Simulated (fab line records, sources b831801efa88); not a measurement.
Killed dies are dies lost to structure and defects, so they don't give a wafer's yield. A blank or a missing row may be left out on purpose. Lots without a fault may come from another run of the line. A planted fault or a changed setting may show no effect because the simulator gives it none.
fab line records | flow sfq_line
record lots=15 wafers=45 last_day=92
route steps=325 shown I6@266 I7@309 M8@315
lots that met no fault: from a run of the same line without faults
start_h: hours from the record's first day to the start of the lot's first wafer shown | wait_h: hours since the lot's step before | " the same as in the row above | L1.1+2: a row that stands for several wafers | - no value, or no start given | * or withheld: withheld | < > ~ a bound
route shown NAME@n: a module of which the file shows steps, and the number in the route of the first | usual: mean/standard deviation of fault-free wafers | same: alike in all rows | chamber/n: place in a boat | sites: the reading at each site | _std_site: their standard deviation | _edge_site: outer sites' mean less inner sites' | radius_mm: how far each site lies from the wafer's centre | mask NAME#n: copy n | behind: the tool/chamber that last shaped the wafer | hold: why the lot was held/for how many hours/how that ended | device: the transistor (n, p or np) that didn't switch | end of line: the same wafers' tests at the end of the route | a step without rows: its recipe alone | killed: dies lost to structure and defects at the first sort, not the wafer's yield | map: a wafer's dies, x killed, . not, _ none there
set.NAME: the setting as run; set.NAME@STEP: as run at that earlier step | model.NAME: the simulator's own value behind a step, which no gauge read
steps of the route over a sample of lots; a table a step, a row a wafer
services: from which hour (start_h, from the record's first day; less than 0 if before it) a tool's chamber was out of use, for how many hours, and why
## steps
# step SFQ_TRILAYER_I6_DEP_PECVD_165
# recipe material=SiO2 temp_c=150 time_s=111.11 pressure_torr=2.4 rf_w=183.3 precursor=SiH4/N2O target_thk_nm=500
# usual heater_power_w=81/16 throttle_valve_pct=24.5/1.3
# columns lot.wafer tool chamber start_h wait_h heater_power_w throttle_valve_pct
L433.3 pecvd-02 2 1837.08 0.0 68 24.3
L433.4 " 0 " " 67 25.7
L433.6 " 2 " " 68 24.5
L434.2 pecvd-03 1 1839.48 0.0 107 23.4
L434.3 " 0 " " 100 26.5
L434.4 " 0 " " 101 26.5
L437.2 pecvd-04 1 1846.70 0.0 68 23.7
L437.3 " 0 " " 81 22.6
L437.4 " 2 " " 86 23.0
L438.4 pecvd-02 1 1848.09 0.0 77 25.2
L438.5 " 2 " " 70 24.4
L438.6 " 0 " " 63 25.6
L439.3 pecvd-04 1 1851.50 0.0 65 23.8
L439.5 " 2 " " 84 23.0
L439.6 " 0 " " 91 22.6
L440.3 pecvd-04 0 1853.90 0.0 77 22.9
L440.5 " 1 " " 63 23.4
L440.6 " 2 " " 73 22.9
L441.1 pecvd-03 0 1855.08 0.0 112 26.6
L441.2 " 1 " " 110 23.4
L441.3 " 2 " " 99 25.9
L442.3 pecvd-02 2 1856.30 0.0 70 24.7
L442.4 " 1 " " 79 25.3
L442.5 " 2 " " 56 24.2
L446.2 pecvd-03 2 1876.37 0.0 100 26.1
L446.5 " 2 " " 100 26.0
L446.6 " 1 " " 105 23.7
L447.2 pecvd-02 1 1879.95 0.0 82 25.2
L447.3 " 0 " " 56 26.0
L447.4 " 1 " " 62 25.4
L449.2 pecvd-03 1 1897.54 0.0 108 23.4
L449.5 " 2 " " 101 26.0
L449.6 " 1 " " 110 23.9
L450.3 pecvd-04 1 1899.94 0.0 64 23.5
L450.4 " 2 " " 78 23.2
L450.6 " 1 " " 70 23.9
L452.2 pecvd-04 2 1912.53 0.0 78 22.8
L452.3 " 0 " " 81 22.7
L452.5 " 0 " " 87 22.7
L454.1 pecvd-04 1 1918.35 0.0 61 23.6
L454.2 " 0 " " 90 22.7
L454.6 " 1 " " 65 23.8
L455.1 pecvd-02 1 1921.20 0.0 74 25.2
L455.2 " 0 " " 63 25.6
L455.6 " 0 " " 64 26.0
# step SFQ_I6_BOW_MEAS_941
# recipe mode=bow
# usual I6_BOW=6/10
# columns lot.wafer tool chamber start_h wait_h I6_BOW[um]
L433.3 film_metro-01 - 1842.18 2.5 12
L433.4 " - " " 7
L433.6 " - " " 11
L434.2 film_metro-01 - 1845.16 2.0 15
L434.3 " - " " 21
L434.4 " - " " 22
L437.2 film_metro-03 - 1851.39 1.0 2
L437.3 " - " " 1
L437.4 " - " " 8
L438.4 film_metro-02 - 1852.42 2.6 0
L438.5 " - " " 14
L438.6 " - " " 5
L439.3 film_metro-01 - 1857.41 1.0 15
L439.5 " - " " 2
L439.6 " - " " 11
L440.3 film_metro-01 - 1860.41 1.0 -3
L440.5 " - " " -4
L440.6 " - " " -3
L441.1 film_metro-02 - 1861.36 2.5 -9
L441.2 " - " " -2
L441.3 " - " " -2
L442.3 film_metro-01 - 1863.41 2.0 5
L442.4 " - " " 12
L442.5 " - " " 12
L446.2 film_metro-03 - 1879.47 2.5 -2
L446.5 " - " " 12
L446.6 " - " " 15
L447.2 film_metro-01 - 1883.05 1.5 6
L447.3 " - " " 12
L447.4 " - " " 16
L449.2 film_metro-02 - 1900.64 2.0 0
L449.5 " - " " -3
L449.6 " - " " -7
L450.3 film_metro-01 - 1903.06 1.5 9
L450.4 " - " " 2
L450.6 " - " " 19
L452.2 film_metro-01 - 1915.63 1.0 -14
L452.3 " - " " -21
L452.5 " - " " -17
L454.1 film_metro-02 - 1923.16 1.0 12
L454.2 " - " " 26
L454.6 " - " " 21
L455.1 film_metro-03 - 1924.28 2.5 -4
L455.2 " - " " 8
L455.6 " - " " 14
# step SFQ_TRILAYER_I7_VIA_STRIP_STRIP_191
# recipe gas=O2 power_w=200 platen_temp_c=40 overash_fraction=0.65 chemistry=O2 pressure_mtorr=50
# usual drypump_motor_current_A=5.4/0.32 he_backside_leak_sccm=3.53/0.18 oes_product_au=1.001/0.012
# same overash_fraction=0.65
# columns lot.wafer tool chamber start_h wait_h drypump_motor_current_A he_backside_leak_sccm oes_product_au rf_hours_counter_h
L433.3 rie_metal-02 0 1955.24 - 5.7 3.47 1.012 -
L433.4 " 1 " " 4.7 3.82 1.031 -
L433.6 " 0 " " 5.7 3.42 1.008 -
L434.2 rie_metal-02 1 1958.07 - 4.7 3.62 1.029 93
L434.3 " 0 " " 5.7 3.42 1.003 -
L434.4 " 1 " " 4.7 3.55 1.022 -
L437.2 rie_metal-01 0 1966.05 - 5.8 3.25 0.989 21
L437.3 " 0 " " 5.8 3.22 0.984 -
L437.4 " 1 " " 5.4 3.64 1.001 -
L438.4 rie_metal-01 1 2057.15 - 5.4 3.58 0.997 -
L438.5 " 1 " " 5.4 3.56 1.002 -
L438.6 " 0 " " 5.8 3.49 0.983 -
L439.3 rie_metal-03 1 2059.96 - 5.5 3.61 1.023 -
L439.5 " 1 " " 5.5 3.58 1.004 -
L439.6 " 0 " " 5.2 3.46 0.989 -
L440.3 rie_metal-02 1 2061.37 - 4.6 3.73 1.010 -
L440.5 " 1 " " 4.7 3.68 1.023 -
L440.6 " 0 " " 5.7 3.50 0.992 -
L441.1 rie_metal-03 1 2063.98 - 5.5 3.42 1.013 85
L441.2 " 0 " " 5.2 3.34 0.999 128
L441.3 " 0 " " 5.2 3.59 1.004 -
L442.3 rie_metal-01 0 2065.38 - 5.8 3.06 0.973 -
L442.4 " 1 " " 5.4 3.54 0.987 -
L442.5 " 1 " " 5.4 3.48 1.004 -
L446.2 rie_metal-02 0 2084.09 - 5.7 3.53 1.002 108
L446.5 " 0 " " 5.7 3.40 0.994 -
L446.6 " 1 " " 4.7 3.82 1.008 -
L447.2 rie_metal-01 1 2089.09 - 5.4 3.72 0.992 -
L447.3 " 1 " " 5.4 3.53 0.998 -
L447.4 " 1 " " 5.4 3.49 0.989 -
L449.2 rie_metal-01 1 2096.29 - 5.4 3.48 0.983 -
L449.5 " 1 " " 5.4 3.74 0.985 -
L449.6 " 1 " " 5.4 3.62 0.993 -
L450.3 rie_metal-03 1 2099.29 - 5.5 3.63 1.016 -
L450.4 " 0 " " 5.3 3.53 1.014 -
L450.6 " 0 " " 5.2 3.41 1.005 -
L452.2 rie_metal-02 0 2115.11 - 5.6 3.50 1.005 112
L452.3 " 0 " " 5.7 3.43 1.007 -
L452.5 " 1 " " 4.7 3.94 1.013 -
L454.1 rie_metal-01 0 2122.75 - 5.8 3.29 0.981 39
L454.2 " 1 " " 5.4 3.64 0.996 63
L454.6 " 1 " " 5.4 3.81 0.985 -
L455.1 rie_metal-02 1 2126.35 - 4.7 3.82 1.001 117
L455.2 " 0 " " 5.7 3.48 0.987 113
L455.6 " 0 " " 5.7 3.38 0.997 -
# step SFQ_TRILAYER_M8_LITHO_EXPOSE_194
# recipe mask_id=M8 na=0.6 source_shape=conventional sigma_outer=0.65 target_cd_nm=2000 dose_mj=14.4
# usual exposure_dose_mJ_cm2=14.402/0.016 focus_offset_nm=0.0/0.49
# columns lot.wafer tool chamber start_h wait_h mask exposure_dose_mJ_cm2 focus_offset_nm
L433.3 krf_scanner-02 0 2051.15 - M8#0 14.389 0.6
L433.4 " 0 " " M8#0 14.400 -0.1
L433.6 " 0 " " M8#0 14.408 0.3
L434.2 krf_scanner-02 0 2054.55 - M8#0 14.409 -0.8
L434.3 " 0 " " M8#0 14.404 -0.3
L434.4 " 0 " " M8#0 14.408 -1.0
L437.2 krf_scanner-02 0 2062.95 - M8#0 14.421 0.2
L437.3 " 0 " " M8#0 14.414 0.1
L437.4 " 0 " " M8#0 14.407 0.7
L438.4 krf_scanner-01 0 2150.46 - M8#0 14.413 -0.6
L438.5 " 0 " " M8#0 14.429 0.1
L438.6 " 0 " " M8#0 14.402 -0.2
L439.3 krf_scanner-01 - 2151.46 - M8#0 - -
L439.5 " - " " M8#0 - -
L439.6 " - " " M8#0 - -
L440.3 krf_scanner-01 - 2152.66 - M8#0 - -
L440.5 " - " " M8#0 - -
L440.6 " - " " M8#0 - -
L441.1 krf_scanner-01 - 2154.66 - M8#0 - -
L441.2 " - " " M8#0 - -
L441.3 " - " " M8#0 - -
L442.3 krf_scanner-01 0 2156.26 - M8#0 14.410 0.9
L442.4 " 0 " " M8#0 14.405 -0.8
L442.5 " 0 " " M8#0 14.409 -0.6
L446.2 krf_scanner-01 0 2176.46 - M8#0 14.374 0.6
L446.5 " 0 " " M8#0 14.394 -0.1
L446.6 " 0 " " M8#0 14.371 -0.1
L447.2 krf_scanner-01 0 2180.06 - M8#0 14.411 -0.6
L447.3 " 0 " " M8#0 14.409 0.0
L447.4 " 0 " " M8#0 14.396 -0.9
L449.2 krf_scanner-01 0 2186.06 - M8#0 14.391 0.8
L449.5 " 0 " " M8#0 14.413 0.5
L449.6 " 0 " " M8#0 14.392 0.6
L450.3 krf_scanner-01 0 2189.86 - M8#0 14.387 0.9
L450.4 " 0 " " M8#0 14.413 -0.7
L450.6 " 0 " " M8#0 14.401 0.3
L452.2 krf_scanner-01 0 2201.66 - M8#0 14.431 0.0
L452.3 " 0 " " M8#0 14.409 0.3
L452.5 " 0 " " M8#0 14.443 0.3
L454.1 krf_scanner-02 0 2209.65 - M8#0 14.415 -0.4
L454.2 " 0 " " M8#0 14.414 -0.2
L454.6 " 0 " " M8#0 14.403 -0.1
L455.1 krf_scanner-02 0 2212.05 - M8#0 14.428 0.7
L455.2 " 0 " " M8#0 14.414 0.6
L455.6 " 0 " " M8#0 14.425 -0.2
## services
# columns tool chamber start_h hours kind
pecvd-02 2 1813.82 5.4 repair
rie_metal-02 - 1824.95 0.3 repair
pecvd-04 - 1845.09 0.5 repair
krf_scanner-01 - 1863.38 1.0 pm
krf_scanner-01 - 1884.59 6.9 repair
krf_scanner-01 - 1891.48 1.3 pm
krf_scanner-01 - 1893.98 4.4 pm
rie_metal-02 1 1897.77 7.3 repair
krf_scanner-01 - 1912.32 0.8 pm
pecvd-04 2 1915.20 9.0 repair
rie_metal-02 - 1922.34 28.1 pm
pecvd-04 - 1943.39 0.3 repair
rie_metal-01 - 1977.70 1.4 pm
pecvd-04 0 2002.64 18.3 repair
rie_metal-02 - 2012.62 0.6 repair
rie_metal-02 - 2017.25 2.8 pm
krf_scanner-01 - 2032.70 1.0 pm
krf_scanner-01 - 2060.99 1.3 pm
pecvd-04 - 2077.97 5.5 pm
krf_scanner-01 - 2081.12 0.8 pm
pecvd-04 - 2100.98 4.3 pm
pecvd-04 2 2130.87 21.6 repair
krf_scanner-01 - 2203.86 1.0 pm
rie_metal-02 0 2209.07 3.3 repair
## key
first_sign step=SFQ_TRILAYER_M8_LITHO_EXPOSE_194 reading=tool_record direction=missing
effect none on later readings
met_at SFQ_TRILAYER_M8_LITHO_EXPOSE_194
struck_lots L439,L440,L441
not_acting_at SFQ_TRILAYER_I6_DEP_PECVD_165,SFQ_I6_BOW_MEAS_941,SFQ_TRILAYER_I7_VIA_STRIP_STRIP_191
fault kind=skipped_step_whole tool=krf_scanner-01 chamber=- onset_h=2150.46 steps=SFQ_TRILAYER_M8_LITHO_EXPOSE_194 scope=struck_lots_only
